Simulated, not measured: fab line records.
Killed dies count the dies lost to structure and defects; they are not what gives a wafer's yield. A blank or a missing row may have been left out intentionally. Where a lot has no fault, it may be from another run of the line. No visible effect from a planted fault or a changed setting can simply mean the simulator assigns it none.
Which of the tools did it?	flow gf180mcu	Sampling: 6 lots, 18 wafers, 4 of 602 route steps

== WHAT EACH GAUGE READ, for each wafer ==
GF_V5_THK_MEAS_03.
lot	measured	on	V5_CVD_02_THK (nm)
L288	day 27 01:02	film-metro-02	1446 1448 1482
L287	day 27 05:34	film-metro-01	1450 1446 1429
L294	day 28 01:55	film-metro-01	1428 1445 1439
L297	day 28 21:38	film-metro-02	1430 1449 1468
L300	day 29 21:08	film-metro-01	1431 1442 1467
L304	day 30 23:10	film-metro-02	1442 1451 1451

== WHICH TOOL RAN EACH LOT (tool, then ch and the chambers of the sampled wafers, then the start) ==
lot	GF_MIM_SPUTTER_02	GF_MIM_SPUTTER_04	GF_V5_CVD_02
L288	pvd-sputter-04, day 25 03:04	pvd-sputter-04, day 25 03:07	pecvd-01 ch 1,2, day 27 00:56
L287	pvd-sputter-04, day 25 07:19	pvd-sputter-04, day 25 07:22	pecvd-02 ch 0,1,2, day 27 05:28
L294	pvd-sputter-01, day 26 04:06	pvd-sputter-01, day 26 04:09	pecvd-01 ch 0,1, day 28 01:49
L297	pvd-sputter-01, day 27 00:31	pvd-sputter-01, day 27 00:34	pecvd-02 ch 0,1, day 28 21:31
L300	pvd-sputter-01, day 28 02:07	pvd-sputter-01, day 28 02:10	pecvd-01 ch 0,1,2, day 29 21:01
L304	pvd-sputter-01, day 29 08:55	pvd-sputter-01, day 29 08:58	pecvd-02 ch 1,2, day 30 23:02
- GF_MIM_SPUTTER_02: material AlCu, target thk 450 nm, time 23.9 s.
- GF_MIM_SPUTTER_04: material TiN, target thk 50 nm, time 41.7 s.
- GF_V5_CVD_02: deposits SiO2 from TEOS, target thk 1450 nm, time 163.28 s.

== THE ANSWER, worked out from the rows above alone ==
Rule: what is usual is taken from the lots themselves. The widest of any qualifying gaps counts: lots, ordered by their means at a reading, are off when they make up no more than a third of the lots, leave a main group of 4 or more, and stand apart from it by 3 or more times the standard deviation of that group's means. If all means in a main group match to the digits the tables above print for the reading, that group is not used. Also off: a lot with no number at a reading for which 4 or more lots have one. Any other lot the step has rows for is counted as sound.
None of the lots is off at any reading shown; this tells nothing.

== WHAT THE SIMULATOR HAD INSERTED ==
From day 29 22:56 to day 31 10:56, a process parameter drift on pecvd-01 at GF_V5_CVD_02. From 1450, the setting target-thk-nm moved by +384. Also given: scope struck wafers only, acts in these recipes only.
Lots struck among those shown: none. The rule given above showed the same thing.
